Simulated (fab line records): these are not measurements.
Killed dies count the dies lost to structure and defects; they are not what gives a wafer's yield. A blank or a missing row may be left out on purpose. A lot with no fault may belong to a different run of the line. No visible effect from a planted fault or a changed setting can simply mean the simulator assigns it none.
Split-lot trial | flow sfq line | 23 wafers read from 5 lots, route of 325 steps

## ABOUT THE SPLIT
At SFQ_TRILAYER_I3_VIA_LITHO_COAT_090 (resist thk 62 nm), the setting spin rpm was moved away from the recipe's 3000 rpm on 7 of the 23 wafers read, by -6.9% to +2.4%. The other wafers ran this setting at the recipe's value.

The split's own step is where the reading is taken.

## THE READING
BARC_of_TRILAYER_I3_VIA_LITHO_COAT_090.thk nm (the simulator's own value, which no gauge read), in nm, at SFQ_TRILAYER_I3_VIA_LITHO_COAT_090 (resist thk 62 nm). The file does not state a usual value for it. Across the 16 wafers here that went through the recipe, the average is 61.99 nm and the standard deviation 0.09 nm.

wafer  | tool, chamber at the split | spin rpm as run, rpm | against the recipe | BARC_of_TRILAYER_I3_VIA_LITHO_COAT_090.thk nm, nm | against lot-mates on the recipe
L074.1 | litho track-01, 0          | 3000                 | recipe             | 62.18                                             | -
L074.2 | litho track-01, 0          | 3000                 | recipe             | 62.01                                             | -
L074.3 | litho track-01, 0          | 3000                 | recipe             | 62.02                                             | -
L074.5 | litho track-01, 0          | 3000                 | recipe             | 61.92                                             | -
L074.6 | litho track-01, 0          | 3000                 | recipe             | 61.95                                             | -
L075.1 | litho track-02, 0          | 3073                 | +2.4%              | 61.25                                             | -0.74
L075.2 | litho track-02, 0          | 3073                 | +2.4%              | 61.31                                             | -0.68
L075.3 | litho track-02, 0          | 3000                 | recipe             | 62.01                                             | -
L075.5 | litho track-02, 0          | 3000                 | recipe             | 61.98                                             | -
L075.6 | litho track-02, 0          | 3000                 | recipe             | 61.99                                             | -
L078.1 | litho track-02, 0          | 3000                 | recipe             | 61.88                                             | -
L078.2 | litho track-02, 0          | 3000                 | recipe             | 61.96                                             | -
L078.3 | litho track-02, 0          | 2853                 | -4.9%              | 63.37                                             | +1.45
L078.4 | litho track-02, 0          | 2853                 | -4.9%              | 63.33                                             | +1.41
L078.5 | litho track-02, 0          | 2853                 | -4.9%              | 63.41                                             | +1.49
L079.2 | litho track-02, 0          | 3000                 | recipe             | 61.98                                             | -
L079.4 | litho track-02, 0          | 3000                 | recipe             | 61.96                                             | -
L079.6 | litho track-02, 0          | 3000                 | recipe             | 62.18                                             | -
L082.2 | litho track-02, 0          | 2793                 | -6.9%              | 64.19                                             | +2.25
L082.3 | litho track-02, 0          | 3000                 | recipe             | 61.97                                             | -
L082.4 | litho track-02, 0          | 2793                 | -6.9%              | 64.28                                             | +2.34
L082.5 | litho track-02, 0          | 3000                 | recipe             | 62.03                                             | -
L082.6 | litho track-02, 0          | 3000                 | recipe             | 61.81                                             | -

FIT RESULTS
A straight line over all 23 wafers: BARC_of_TRILAYER_I3_VIA_LITHO_COAT_090.thk nm changes by -0.306 nm for each +1% of spin rpm; r = -0.99; the points scatter about the line by 0.1 nm.
The same after taking each lot's own level away (the mean of its wafers on the recipe; 23 wafers): -0.315 nm for each +1%; r = -0.99; scatter 0.09 nm.
Per that fit: largest spin rpm move, reading shift of 2.2 nm.
The span of the lots' own levels, 61.920 to 62.040 nm, comes to 1.3 times the standard deviation stated above.
Consequently the slope shifts little with the lot-to-lot level, the two slopes agreeing.
Check: +2.15 nm against its lot-mates is what the line predicts for one of the wafers moved furthest among these (-6.9%) when that wafer is left out of the fit. Against them it came out at +2.25 nm.

## THE OTHER SPLITS THESE WAFERS WENT THROUGH
Other splits were also applied to these wafers ahead of the reading. Each is held against what the fit with the lots' levels taken away leaves over:
other split on the same wafers               | wafers away from the commonest value | r with BARC_of_TRILAYER_I3_VIA_LITHO_COAT_090.thk nm (lot level and that fit taken away)
SFQ_TRILAYER_I2_VIA_LITHO_EXPOSE_068 dose mj | 4                                    | +0.28
SFQ_TRILAYER_M3_LITHO_COAT_080 spin rpm      | 9                                    | -0.02
SFQ_TRILAYER_M3_ETCH_METAL_ETCH_078 icp w    | 11                                   | +0.04

## FILE'S OWN FIT
BARC_of_TRILAYER_I3_VIA_LITHO_COAT_090.thk nm changes by -0.318 nm for each +1% of spin rpm, r = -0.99.
